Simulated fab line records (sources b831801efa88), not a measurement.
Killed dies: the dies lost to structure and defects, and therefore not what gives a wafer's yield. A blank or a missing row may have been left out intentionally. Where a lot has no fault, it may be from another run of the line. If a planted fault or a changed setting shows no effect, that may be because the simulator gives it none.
A lot that was struck, set against a sound lot | flow sky130 | 18 steps out of a route of 708
Sound: these wafers, L537.2, L537.5, L537.6. The struck wafers were L540.1, L540.2, L540.6. At the end, the cause is stated.
For every step that has rows: the tool of each side, followed by ch and its chambers, followed by its first start. Under that, the readings that differ: sound wafers | struck wafers | difference of the means | sigmas: that difference in standard deviations of wafers without a fault.
alike: readings with means less than 2 such deviations apart, plus words and numbers identical on both sides. not compared: withheld readings, readings lacking a value on some wafer, bounds such as >300 that could conceal the same value, and numbers that have no deviation in the record and whose values overlap.
The two part at a step that has a row with sigmas, a row that says differs or no value, or rows on one side only. Non-overlapping numbers with no deviation appear without sigmas and do not part them. Lack of a reading on every wafer of one side parts them only where that side has two or more wafers.

first, 6 steps without rows for these wafers: SKY_LDD_N_IMPLANT_10; SKY_LDD_N_IMPLANT_11; SKY_LDD_N_IMPLANT_12; SKY_LDD_N_IMPLANT_13; SKY_LDD_N_IMPLANT_14; SKY_LDD_N_IMPLANT_15.
SKY_LDD_N_STRIP_16: strips in O2/N2.
  sound on plasma_asher-01 ch 0,1, day 19 05:12; struck on plasma_asher-01 ch 0,1, day 20 00:47
  alike: drypump_motor_current_A, oes_product_au, strip_time_to_endpoint_s
  not compared: rf_hours_counter_h
SKY_LDD_N_TW_MEAS_17:
  sound: film_metro-01 at day 19 05:19; struck: film_metro-02 at day 20 00:53
  alike: LDD_N_TW
then, 4 steps without rows for these wafers: SKY_LDD_P_DEHYDRATE_00 (time 60 s); SKY_LDD_P_HMDS_01 (prime time 60 s); SKY_LDD_P_COAT_02 (resist thk 1140 nm); SKY_LDD_P_SOFTBAKE_03 (time 60 s).
SKY_LDD_P_EXPOSE_04: exposes mask PSDM, target cd 380 nm.
  sound on iline_stepper-01 ch 0, day 19 21:05; struck on iline_stepper-01 ch 0, day 20 16:10
  reading              | sound                | struck               | difference | sigmas
  exposure_dose_mJ_cm2 | 139.59 139.77 139.92 | 133.54 133.60 133.83 | -6.10      | -44
  alike: mask
then, 1 step without rows for these wafers: SKY_LDD_P_PEB_05.
SKY_LDD_P_DEVELOP_06: develop time 60 s.
  sound on litho_track-03 ch 0, day 20 12:21; struck on litho_track-03 ch 0, day 21 06:58
  reading                | sound             | struck            | difference | sigmas
  model.LDD_P.cd_nm (nm) | 381.6 381.9 380.5 | 362.8 362.6 363.3 | -18.4      |
SKY_LDD_P_CD_MEAS_07 targets a cd of 380 nm.
  sound: cd_sem-02 at day 20 12:29; struck: cd_sem-01 at day 21 07:07
  reading    | sound             | struck            | difference | sigmas
  cd_nm (nm) | 381.5 381.9 380.5 | 363.0 362.7 363.1 | -18.4      | -9
SKY_LDD_P_OVL_MEAS_08:
  sound: overlay-01 at day 20 12:36; struck: overlay-02 at day 21 07:14
  alike: LDD_P_OVL
-- here the record skips 26 days between the struck wafers' starts before and after, leaving off in module LDD_P and picking up in module PAD_OPEN (first step shown: number 708 of the route) --
SKY_PAD_OPEN_PROBE_99:
  sound: prober-02 at day 46 17:19; struck: prober-01 at day 47 05:17
  alike: killed_at_M0_to_M3, killed_at_M4_up, killed_at_contacts, killed_at_front_end, killed_at_other, killed_dies, killed_open, killed_short

== WHERE THEY PART ==
At SKY_LDD_P_EXPOSE_04 first; at SKY_LDD_P_CD_MEAS_07 last (within this record only). Later steps at which nothing parts them and some readings are alike: SKY_LDD_P_OVL_MEAS_08, SKY_PAD_OPEN_PROBE_99.

WHY: what the simulator had put in
Process parameters drifting: iline_stepper-01 at SKY_LDD_P_EXPOSE_04, beginning at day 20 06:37. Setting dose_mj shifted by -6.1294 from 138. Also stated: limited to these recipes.
